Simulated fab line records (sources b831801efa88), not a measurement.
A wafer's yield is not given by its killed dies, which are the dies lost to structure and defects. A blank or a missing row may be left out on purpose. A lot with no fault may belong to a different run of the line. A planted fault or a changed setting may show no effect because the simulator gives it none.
fab line records -- flow sky130
[record] lots = 14, wafers = 42, last-day = 50
route steps=708 shown LI_CONTACT@378 METAL2@485
lots that met no fault: from a run of the same line without faults
start-h: start of the lot's first displayed wafer, in hours after the record's first day -- wait-h: time in hours since the lot's previous step -- " identical to the entry in the row above -- L1.1+2: a row that stands for several wafers -- - no value, or no start was given -- * or withheld: withheld -- < > ~ a bound
route shown NAME@n: a module of which the file shows steps, and the number in the route of the first -- usual: mean and standard deviation over wafers with no fault -- same: alike in all rows -- chamber/n: place in a boat -- sites: the reading at each site -- _std_site: how widely they spread, as a standard deviation -- _edge_site: inner sites' mean taken away from outer sites' mean -- radius-mm: for every site, how far away it sits from the centre of the wafer -- mask NAME#n: copy n -- behind: the tool/chamber that last shaped the wafer -- hold: cause of the lot's hold/its duration in hours/its outcome -- device: transistor that didn't switch, given as n, p or np -- end of line: the tests these same wafers got at the end of their route -- a step without rows: its recipe alone -- killed: the dies lost at the first sort to structure and to defects; this is not the yield of the wafer -- map: dies across one wafer; x = killed, . = not, _ = none there
set.NAME: the setting that was run; set.NAME@STEP: the one run at that earlier step -- model.NAME: the simulator's own value behind a step, which no gauge read
a sample of lots followed through the steps of the route, with each step as a table and each wafer as a row
services: the hour from which a tool's chamber was out of use, counted from the record's first day as start-h (under 0 if before that day), plus the number of hours and why
[[steps]]
[step SKY_LI_CONTACT_STRIP_16]
[recipe] chemistry = O2/N2, power-w = 1400, pressure-mtorr = 1500, platen-temp-c = withheld, o2-flow-sccm = 3000, n2-flow-sccm = 300, overash-fraction = 0.5
[usual] drypump-motor-current-A = 5.7/0.39, n2-flow-sccm = 299.9/0.94, oes-product-au = 0.375/0.0051, strip-time-to-endpoint-s = 3.50/0.032
lot.wafer,tool,chamber,start-h,wait-h,drypump-motor-current-A,n2-flow-sccm,oes-product-au,rf-hours-counter-h,strip-time-to-endpoint-s
L104.1,plasma-asher-02,0,667.95,-,6.0,301.8,0.376,54,3.52
L104.4,plasma-asher-02,1,667.95,-,6.0,300.7,0.371,-,3.46
L104.6,plasma-asher-02,1,667.95,-,6.0,301.2,0.369,-,3.44
L105.1,plasma-asher-01,1,671.40,-,4.8,301.0,0.374,97,3.51
L105.2,plasma-asher-01,0,671.40,-,5.6,301.6,0.379,97,3.51
L105.5,plasma-asher-01,1,671.40,-,4.9,300.8,0.373,-,3.50
L106.2,plasma-asher-03,0,690.36,-,5.9,299.7,0.376,84,3.50
L106.4,plasma-asher-03,0,690.36,-,5.9,299.4,0.380,-,3.51
L106.5,plasma-asher-03,1,690.36,-,5.8,299.9,0.380,-,3.54
L107.1,plasma-asher-02,0,698.07,-,6.0,298.6,0.379,58,3.54
L107.5,plasma-asher-02,1,698.07,-,6.0,299.6,0.363,-,3.47
L107.6,plasma-asher-02,0,698.07,-,6.0,298.6,0.386,-,3.51
L108.1,plasma-asher-03,0,703.19,-,5.9,300.0,0.374,85,3.47
L108.3,plasma-asher-03,0,703.19,-,5.9,301.5,0.373,-,3.49
L108.5,plasma-asher-03,0,703.19,-,5.9,301.1,0.385,-,3.50
L110.1,plasma-asher-01,1,723.67,-,4.8,299.5,0.378,101,3.50
L110.2,plasma-asher-01,0,723.67,-,5.6,300.2,0.383,101,3.52
L110.4,plasma-asher-01,1,723.67,-,4.8,299.5,0.370,-,3.50
L112.1,plasma-asher-03,0,731.40,-,5.9,298.5,0.373,87,3.57
L112.2,plasma-asher-03,1,731.40,-,5.7,299.5,0.380,87,3.52
L112.4,plasma-asher-03,1,731.40,-,5.7,299.0,0.381,-,3.54
L113.3,plasma-asher-02,0,752.51,-,6.0,301.4,0.373,-,3.47
L113.5,plasma-asher-02,1,752.51,-,6.0,300.3,0.374,-,3.48
L113.6,plasma-asher-02,0,752.51,-,6.0,298.6,0.384,-,3.53
L114.2,plasma-asher-01,1,755.15,-,4.9,297.8,0.362,1,3.47
L114.3,plasma-asher-01,0,755.15,-,5.6,301.1,0.375,-,3.45
L114.6,plasma-asher-01,1,755.15,-,4.9,298.2,0.373,-,3.47
L122.1,plasma-asher-02,0,845.30,-,6.0,299.6,0.370,74,3.50
L122.4,plasma-asher-02,1,845.30,-,6.0,299.4,0.383,-,3.53
L122.6,plasma-asher-02,0,845.30,-,6.0,299.9,0.372,-,3.55
L125.3,plasma-asher-03,0,846.14,-,5.8,300.2,0.373,-,3.47
L125.4,plasma-asher-03,1,846.14,-,5.8,299.1,0.378,-,3.51
L125.5,plasma-asher-03,0,846.14,-,5.8,300.8,0.379,-,3.52
L124.2,plasma-asher-01,1,847.35,-,4.9,301.0,0.377,8,3.49
L124.5,plasma-asher-01,1,847.35,-,4.9,299.0,0.372,-,3.43
L124.6,plasma-asher-01,0,847.35,-,5.6,300.4,0.381,-,3.52
L127.1,plasma-asher-02,0,848.97,-,6.0,298.9,0.374,74,3.48
L127.3,plasma-asher-02,0,848.97,-,6.0,298.4,0.381,-,3.52
L127.6,plasma-asher-02,1,848.97,-,6.0,300.4,0.368,-,3.53
L126.1,plasma-asher-03,1,852.77,-,5.8,299.0,0.372,100,3.49
L126.2,plasma-asher-03,0,852.77,-,5.9,300.1,0.385,100,3.45
L126.3,plasma-asher-03,0,852.77,-,5.8,298.6,0.377,-,3.49
[step SKY_LI_CONTACT_RS_MEAS_22]
[recipe] thk-meas-gauge = four-point-probe, reads = W_of_LI_CONTACT_CVD_21+TiN_of_LI_CONTACT_SPUTTER_20+Ti_of_LI_CONTACT_SPUTTER_19
[usual] LI_CONTACT_W_RS = 0.283/0.0041
lot.wafer,tool,chamber,start-h,wait-h,LI_CONTACT_W_RS[ohm/sq]
L104.1,film-metro-04,-,668.53,0.1,0.284
L104.4,film-metro-04,-,668.53,0.1,0.280
L104.6,film-metro-04,-,668.53,0.1,0.282
L105.1,film-metro-03,-,671.96,0.1,0.283
L105.2,film-metro-03,-,671.96,0.1,0.282
L105.5,film-metro-03,-,671.96,0.1,0.284
L106.2,film-metro-03,-,690.93,0.1,0.283
L106.4,film-metro-03,-,690.93,0.1,0.279
L106.5,film-metro-03,-,690.93,0.1,0.279
L107.1,film-metro-02,-,698.63,0.1,0.278
L107.5,film-metro-02,-,698.63,0.1,0.281
L107.6,film-metro-02,-,698.63,0.1,0.278
L108.1,film-metro-02,-,703.76,0.1,0.285
L108.3,film-metro-02,-,703.76,0.1,0.286
L108.5,film-metro-02,-,703.76,0.1,0.283
L110.1,film-metro-04,-,724.23,0.1,0.288
L110.2,film-metro-04,-,724.23,0.1,0.278
L110.4,film-metro-04,-,724.23,0.1,0.281
L112.1,film-metro-04,-,731.96,0.1,0.289
L112.2,film-metro-04,-,731.96,0.1,0.279
L112.4,film-metro-04,-,731.96,0.1,0.279
L113.3,film-metro-02,-,753.13,0.1,0.280
L113.5,film-metro-02,-,753.13,0.1,0.283
L113.6,film-metro-02,-,753.13,0.1,0.278
L114.2,film-metro-04,-,755.73,0.1,0.287
L114.3,film-metro-04,-,755.73,0.1,0.288
L114.6,film-metro-04,-,755.73,0.1,0.283
L122.1,film-metro-03,-,845.92,0.1,0.283
L122.4,film-metro-03,-,845.92,0.1,0.281
L122.6,film-metro-03,-,845.92,0.1,0.282
L125.3,film-metro-02,-,846.76,0.1,0.282
L125.4,film-metro-02,-,846.76,0.1,0.287
L125.5,film-metro-02,-,846.76,0.1,0.287
L124.2,film-metro-03,-,847.98,0.1,0.284
L124.5,film-metro-03,-,847.98,0.1,0.283
L124.6,film-metro-03,-,847.98,0.1,0.280
L127.1,film-metro-04,-,849.62,0.1,0.286
L127.3,film-metro-04,-,849.62,0.1,0.287
L127.6,film-metro-04,-,849.62,0.1,0.283
L126.1,film-metro-03,-,853.38,0.1,0.279
L126.2,film-metro-03,-,853.38,0.1,0.288
L126.3,film-metro-03,-,853.38,0.1,0.276
[step SKY_LI_CONTACT_CMP_24]
[recipe] stop-on = PSG, t-overpolish-s = 20, down-force-psi = 3.5, platen-rpm = 60, target-thk-nm = 0, pad-velocity-m-s = 0.94248
[usual] edge-zone-pressure-frac = 1.000/0.0053, motor-current-A = 11.4/0.86, overpolish-run-s = 19.999/0.0084, slurry-flow-ml-min = 150.0/0.48, time-to-endpoint-s = 97/3.8
lot.wafer,tool,chamber,start-h,wait-h,edge-zone-pressure-frac,motor-current-A,overpolish-run-s,slurry-flow-ml-min,time-to-endpoint-s
L104.4,cmp-02,3,668.81,0.1,1.004,12.0,20.012,149.5,96
L104.1,cmp-02,0,668.81,0.1,0.989,11.2,19.990,150.6,93
L104.6,cmp-02,2,668.81,0.1,1.010,13.4,20.018,151.2,96
L105.1,cmp-01,1,672.14,0.1,0.993,11.2,19.996,149.9,102
L105.2,cmp-01,0,672.14,0.1,1.004,11.3,20.005,150.1,105
L105.5,cmp-01,2,672.14,0.1,1.002,10.6,20.009,150.3,103
L106.4,cmp-01,2,691.09,0.0,0.994,10.7,19.995,149.5,99
L106.2,cmp-01,1,691.09,0.0,1.006,10.9,19.998,150.0,96
L106.5,cmp-01,2,691.09,0.0,1.000,10.6,20.004,150.8,98
L107.1,cmp-01,1,698.86,0.1,0.997,11.0,20.005,149.7,95
L107.5,cmp-01,0,698.86,0.1,1.003,10.9,20.005,150.1,96
L107.6,cmp-01,1,698.86,0.1,1.001,10.6,20.005,149.1,96
L108.3,cmp-01,3,703.94,0.0,0.988,10.4,19.992,150.0,94
L108.1,cmp-01,1,703.94,0.0,1.006,10.8,19.994,149.3,91
L108.5,cmp-01,0,703.94,0.0,1.003,11.8,20.003,150.3,98
L110.2,cmp-02,2,724.41,0.0,0.999,13.5,19.986,149.2,101
L110.1,cmp-02,3,724.41,0.0,1.008,12.0,19.994,150.2,97
L110.4,cmp-02,1,724.41,0.0,1.007,11.5,20.006,149.7,107
L112.1,cmp-02,1,732.14,0.1,0.998,10.8,19.994,149.4,103
L112.2,cmp-02,2,732.14,0.1,1.004,13.0,19.998,150.7,99
L112.4,cmp-02,0,732.14,0.1,1.005,11.1,19.990,150.1,97
L113.3,cmp-01,2,753.42,0.2,0.996,11.1,19.992,150.7,102
L113.5,cmp-01,3,753.42,0.2,0.998,10.6,19.993,150.3,101
L113.6,cmp-01,0,753.42,0.2,1.008,11.7,19.990,149.5,101
L114.2,cmp-01,2,755.89,0.0,1.001,10.7,20.005,150.3,99
L114.3,cmp-01,1,755.89,0.0,0.994,10.7,20.013,149.0,97
L114.6,cmp-01,2,755.89,0.0,1.011,10.6,20.010,149.7,102
L122.1,cmp-01,1,846.15,0.1,0.997,10.9,20.011,150.2,94
L122.4,cmp-01,3,846.15,0.1,1.006,10.7,20.005,149.5,95
L122.6,cmp-01,1,846.15,0.1,0.998,10.9,19.987,149.5,95
L125.3,cmp-02,0,847.00,0.1,0.996,11.1,19.997,149.9,92
L125.4,cmp-02,1,847.00,0.1,1.000,11.5,20.022,149.7,100
L125.5,cmp-02,2,847.00,0.1,0.998,12.4,19.997,150.3,92
L124.2,cmp-01,2,848.29,0.2,0.995,11.0,19.996,150.3,99
L124.6,cmp-01,3,848.29,0.2,1.001,10.5,19.997,149.8,99
L124.5,cmp-01,0,848.29,0.2,0.999,11.3,19.998,150.1,100
L127.1,cmp-01,1,849.94,0.2,1.004,11.3,20.011,150.3,98
L127.3,cmp-01,3,849.94,0.2,1.001,10.9,20.011,149.9,98
L127.6,cmp-01,0,849.94,0.2,1.003,11.4,20.003,149.0,99
L126.2,cmp-01,2,853.56,0.0,1.000,10.3,19.999,149.7,94
L126.3,cmp-01,0,853.56,0.0,0.999,11.9,19.995,150.2,99
L126.1,cmp-01,1,853.56,0.0,0.997,11.3,19.998,150.7,93
[step SKY_METAL2_SPUTTER_02]
[recipe] material = AlCu, target-thk-nm = 250, power-w = 10600, time-s = 13.3, chamber-pressure-pa = 0.4
[usual] chamber-pressure-pa = 0.4000/0.00077, throttle-valve-pct = 30.3/1.4
lot.wafer,tool,chamber,start-h,wait-h,chamber-pressure-pa,throttle-valve-pct
L104.1,pvd-sputter-03,-,783.09,0.0,0.3995,27.6
L104.4,pvd-sputter-03,-,783.09,0.0,0.3996,29.4
L104.6,pvd-sputter-03,-,783.09,0.0,0.4004,29.4
L105.1,pvd-sputter-02,-,786.64,0.0,0.4011,31.4
L105.2,pvd-sputter-02,-,786.64,0.0,0.3992,28.3
L105.5,pvd-sputter-02,-,786.64,0.0,0.3991,31.3
L106.2,pvd-sputter-02,-,805.91,0.0,0.4010,31.3
L106.4,pvd-sputter-02,-,805.91,0.0,0.4003,31.6
L106.5,pvd-sputter-02,-,805.91,0.0,0.3982,28.5
L107.1,pvd-sputter-04,-,813.81,0.0,0.4007,29.9
L107.5,pvd-sputter-04,-,813.81,0.0,0.4006,28.3
L107.6,pvd-sputter-04,-,813.81,0.0,0.4004,30.0
L108.1,pvd-sputter-04,-,820.45,0.0,0.3999,31.6
L108.3,pvd-sputter-04,-,820.45,0.0,0.3995,28.1
L108.5,pvd-sputter-04,-,820.45,0.0,0.4001,31.4
L110.1,pvd-sputter-02,-,837.97,0.0,0.3992,31.2
L110.2,pvd-sputter-02,-,837.97,0.0,0.3995,31.6
L110.4,pvd-sputter-02,-,837.97,0.0,0.4003,31.6
L112.1,pvd-sputter-02,-,845.07,0.0,0.3995,28.5
L112.2,pvd-sputter-02,-,845.07,0.0,0.4001,31.7
L112.4,pvd-sputter-02,-,845.07,0.0,0.3998,31.7
L113.3,pvd-sputter-02,-,865.19,0.0,0.4000,31.5
L113.5,pvd-sputter-02,-,865.19,0.0,0.3993,28.6
L113.6,pvd-sputter-02,-,865.19,0.0,0.3989,31.8
L114.2,pvd-sputter-02,-,869.14,0.0,0.4013,28.4
L114.3,pvd-sputter-02,-,869.14,0.0,0.4002,31.2
L114.6,pvd-sputter-02,-,869.14,0.0,0.4004,28.6
L122.1,pvd-sputter-02,-,955.68,0.0,0.3991,31.5
L122.4,pvd-sputter-02,-,955.68,0.0,0.4000,31.8
L122.6,pvd-sputter-02,-,955.68,0.0,0.4002,31.7
L125.3,pvd-sputter-02,-,955.98,0.0,0.4005,31.7
L125.4,pvd-sputter-02,-,955.98,0.0,0.3989,31.6
L125.5,pvd-sputter-02,-,955.98,0.0,0.3998,31.3
L124.2,pvd-sputter-04,-,956.79,0.0,0.4004,31.6
L124.5,pvd-sputter-04,-,956.79,0.0,0.4021,29.8
L124.6,pvd-sputter-04,-,956.79,0.0,0.4008,29.3
L127.1,pvd-sputter-02,-,957.89,0.0,0.3998,31.5
L127.3,pvd-sputter-02,-,957.89,0.0,0.3999,28.3
L127.6,pvd-sputter-02,-,957.89,0.0,0.4016,31.8
L126.1,pvd-sputter-02,-,960.98,0.0,0.4001,31.6
L126.2,pvd-sputter-02,-,960.98,0.0,0.4009,31.6
L126.3,pvd-sputter-02,-,960.98,0.0,0.3992,31.0
[step SKY_METAL2_RS_MEAS_05]
[recipe] thk-meas-gauge = four-point-probe, reads = TiN_of_METAL2_SPUTTER_04+Ti_of_METAL2_SPUTTER_03+AlCu_of_METAL2_SPUTTER_02+TiN_of_METAL2_SPUTTER_01+Ti_of_METAL2_SPUTTER_00
[usual] METAL2_ALCU_RS = 0.1270/0.0016
lot.wafer,tool,chamber,start-h,wait-h,hold,METAL2_ALCU_RS[ohm/sq]
L104.1,film-metro-04,-,783.18,0.0,-,0.1267
L104.4,film-metro-04,-,783.18,0.0,-,0.1272
L104.6,film-metro-04,-,783.18,0.0,-,0.1266
L105.1,film-metro-02,-,786.73,0.0,-,0.1260
L105.2,film-metro-02,-,786.73,0.0,-,0.1260
L105.5,film-metro-02,-,786.73,0.0,-,0.1276
L106.2,film-metro-04,-,806.03,0.0,-,0.1277
L106.4,film-metro-04,-,806.03,0.0,-,0.1271
L106.5,film-metro-04,-,806.03,0.0,-,0.1266
L107.1,film-metro-02,-,813.90,0.0,-,0.1270
L107.5,film-metro-02,-,813.90,0.0,-,0.1266
L107.6,film-metro-02,-,813.90,0.0,-,0.1271
L108.1,film-metro-01,-,820.54,0.0,-,0.1281
L108.3,film-metro-01,-,820.54,0.0,-,0.1270
L108.5,film-metro-01,-,820.54,0.0,-,0.1279
L110.1,film-metro-01,-,838.06,0.0,-,0.1273
L110.2,film-metro-01,-,838.06,0.0,-,0.1251
L110.4,film-metro-01,-,838.06,0.0,-,0.1265
L112.1,film-metro-01,-,845.16,0.0,-,0.1243
L112.2,film-metro-01,-,845.16,0.0,-,0.1251
L112.4,film-metro-01,-,845.16,0.0,-,0.1245
L113.3,film-metro-04,-,865.32,0.1,await-dispo/0.2h/release,0.1294
L113.5,film-metro-04,-,865.32,0.1,await-dispo/0.2h/release,0.1105
L113.6,film-metro-04,-,865.32,0.1,await-dispo/0.2h/release,0.1296
L113.3,film-metro-04,-,865.61,0.3,-,0.1292
L113.5,film-metro-04,-,865.61,0.3,-,0.1105
L113.6,film-metro-04,-,865.61,0.3,-,0.1297
L114.2,film-metro-01,-,869.25,0.0,await-dispo/0.2h/release,0.1083
L114.3,film-metro-01,-,869.25,0.0,await-dispo/0.2h/release,0.1270
L114.6,film-metro-01,-,869.25,0.0,await-dispo/0.2h/release,0.1089
L114.2,film-metro-01,-,869.55,0.3,-,0.1082
L114.3,film-metro-01,-,869.55,0.3,-,0.1269
L114.6,film-metro-01,-,869.55,0.3,-,0.1089
L122.1,film-metro-02,-,955.78,0.0,-,0.1266
L122.4,film-metro-02,-,955.78,0.0,-,0.1247
L122.6,film-metro-02,-,955.78,0.0,-,0.1264
L125.3,film-metro-04,-,956.17,0.1,-,0.1279
L125.4,film-metro-04,-,956.17,0.1,-,0.1255
L125.5,film-metro-04,-,956.17,0.1,-,0.1281
L124.2,film-metro-01,-,956.90,0.0,-,0.1270
L124.5,film-metro-01,-,956.90,0.0,-,0.1284
L124.6,film-metro-01,-,956.90,0.0,-,0.1275
L127.1,film-metro-04,-,957.99,0.0,-,0.1299
L127.3,film-metro-04,-,957.99,0.0,-,0.1285
L127.6,film-metro-04,-,957.99,0.0,-,0.1304
L126.1,film-metro-02,-,961.08,0.0,-,0.1290
L126.2,film-metro-02,-,961.08,0.0,-,0.1266
L126.3,film-metro-02,-,961.08,0.0,-,0.1294
[step SKY_METAL2_THK_MEAS_06]
[recipe] thk-meas-gauge = xrf, reads = AlCu_of_METAL2_SPUTTER_02
[usual] METAL2_ALCU_THK = 250/3.2
lot.wafer,tool,chamber,start-h,wait-h,hold,METAL2_ALCU_THK[nm]
L104.1,film-metro-04,-,783.30,0.1,-,251
L104.4,film-metro-04,-,783.30,0.1,-,250
L104.6,film-metro-04,-,783.30,0.1,-,252
L105.1,film-metro-02,-,786.85,0.1,-,251
L105.2,film-metro-02,-,786.85,0.1,-,251
L105.5,film-metro-02,-,786.85,0.1,-,249
L106.2,film-metro-04,-,806.14,0.1,-,250
L106.4,film-metro-04,-,806.14,0.1,-,252
L106.5,film-metro-04,-,806.14,0.1,-,252
L107.1,film-metro-02,-,814.02,0.1,-,249
L107.5,film-metro-02,-,814.02,0.1,-,251
L107.6,film-metro-02,-,814.02,0.1,-,248
L108.1,film-metro-01,-,820.66,0.1,-,246
L108.3,film-metro-01,-,820.66,0.1,-,247
L108.5,film-metro-01,-,820.66,0.1,-,244
L110.1,film-metro-01,-,838.18,0.1,-,247
L110.2,film-metro-01,-,838.18,0.1,-,252
L110.4,film-metro-01,-,838.18,0.1,-,250
L112.1,film-metro-01,-,845.28,0.1,-,253
L112.2,film-metro-01,-,845.28,0.1,-,252
L112.4,film-metro-01,-,845.28,0.1,-,251
L113.3,film-metro-04,-,869.14,3.5,await-dispo/0.2h/release,247
L113.5,film-metro-04,-,869.14,3.5,await-dispo/0.2h/release,289
L113.6,film-metro-04,-,869.14,3.5,await-dispo/0.2h/release,246
L113.3,film-metro-04,-,869.37,0.2,-,246
L113.5,film-metro-04,-,869.37,0.2,-,288
L113.6,film-metro-04,-,869.37,0.2,-,246
L114.2,film-metro-01,-,872.90,3.3,await-dispo/0.2h/release,288
L114.3,film-metro-01,-,872.90,3.3,await-dispo/0.2h/release,248
L114.6,film-metro-01,-,872.90,3.3,await-dispo/0.2h/release,290
L114.2,film-metro-01,-,873.13,0.2,-,289
L114.3,film-metro-01,-,873.13,0.2,-,247
L114.6,film-metro-01,-,873.13,0.2,-,291
L122.1,film-metro-02,-,955.90,0.1,-,252
L122.4,film-metro-02,-,955.90,0.1,-,256
L122.6,film-metro-02,-,955.90,0.1,-,251
L125.3,film-metro-04,-,956.27,0.1,-,250
L125.4,film-metro-04,-,956.27,0.1,-,255
L125.5,film-metro-04,-,956.27,0.1,-,250
L124.2,film-metro-01,-,957.01,0.1,-,246
L124.5,film-metro-01,-,957.01,0.1,-,247
L124.6,film-metro-01,-,957.01,0.1,-,246
L127.1,film-metro-04,-,958.11,0.1,-,248
L127.3,film-metro-04,-,958.11,0.1,-,249
L127.6,film-metro-04,-,958.11,0.1,-,246
L126.1,film-metro-02,-,961.20,0.1,-,247
L126.2,film-metro-02,-,961.20,0.1,-,253
L126.3,film-metro-02,-,961.20,0.1,-,245
[[services]]
tool,chamber,start-h,hours,kind
plasma-asher-03,-,661.32,14.6,pm
plasma-asher-01,-,671.62,9.3,pm
cmp-02,-,715.51,4.3,pm
plasma-asher-01,-,733.75,9.0,pm
plasma-asher-01,-,742.75,2.8,pm
cmp-01,-,744.00,4.0,pm
cmp-02,-,746.48,0.5,repair
plasma-asher-01,-,751.47,0.6,repair
cmp-01,-,756.23,6.3,pm
pvd-sputter-02,-,756.60,17.2,repair
cmp-01,-,786.59,7.0,pm
cmp-01,-,799.33,0.7,repair
cmp-01,-,804.46,1.1,repair
pvd-sputter-04,-,805.84,2.1,repair
plasma-asher-01,-,807.45,15.6,pm
cmp-02,-,832.09,5.0,repair
plasma-asher-01,-,834.36,1.3,repair
cmp-01,-,835.17,0.3,repair
pvd-sputter-04,-,846.54,6.6,repair
pvd-sputter-02,-,866.25,1.1,repair
cmp-02,-,912.17,4.0,pm
cmp-01,-,934.40,6.5,repair
cmp-01,-,935.63,0.3,repair
plasma-asher-03,-,952.13,2.9,repair
[[key]]
[first-sign] step = SKY_METAL2_RS_MEAS_05, reading = visit, direction = added
[effect] step = SKY_METAL2_RS_MEAS_05, reading = METAL2_ALCU_RS, direction = down, sigmas = 11, usual = 0.1270, struck = 0.1092
[effect] step = SKY_METAL2_THK_MEAS_06, reading = visit, direction = added
[effect] step = SKY_METAL2_THK_MEAS_06, reading = METAL2_ALCU_THK, direction = up, sigmas = 12, usual = 250, struck = 289
met-at SKY_METAL2_SPUTTER_02
struck-lots L113,L114
struck-wafers L113.5,L114.2,L114.6
sort-left-out L113.5,L114.2,L114.6
not-acting-at SKY_LI_CONTACT_STRIP_16,SKY_LI_CONTACT_RS_MEAS_22,SKY_LI_CONTACT_CMP_24
onset-between 845.07 865.19
[fault] kind = process-parameter-drift, tool = pvd-sputter-02, chamber = -, onset-h = 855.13, steps = SKY_METAL2_SPUTTER_02, channel = target-thk-nm, offset = 36.689, shape = step, end-h = 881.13, acts-in = these-recipes-only, stated = 250, scope = struck-wafers-only
// sort-left-out: the simulated sort isn't trusted on such a fault, so these wafers' sort isn't shown, and their yield isn't known
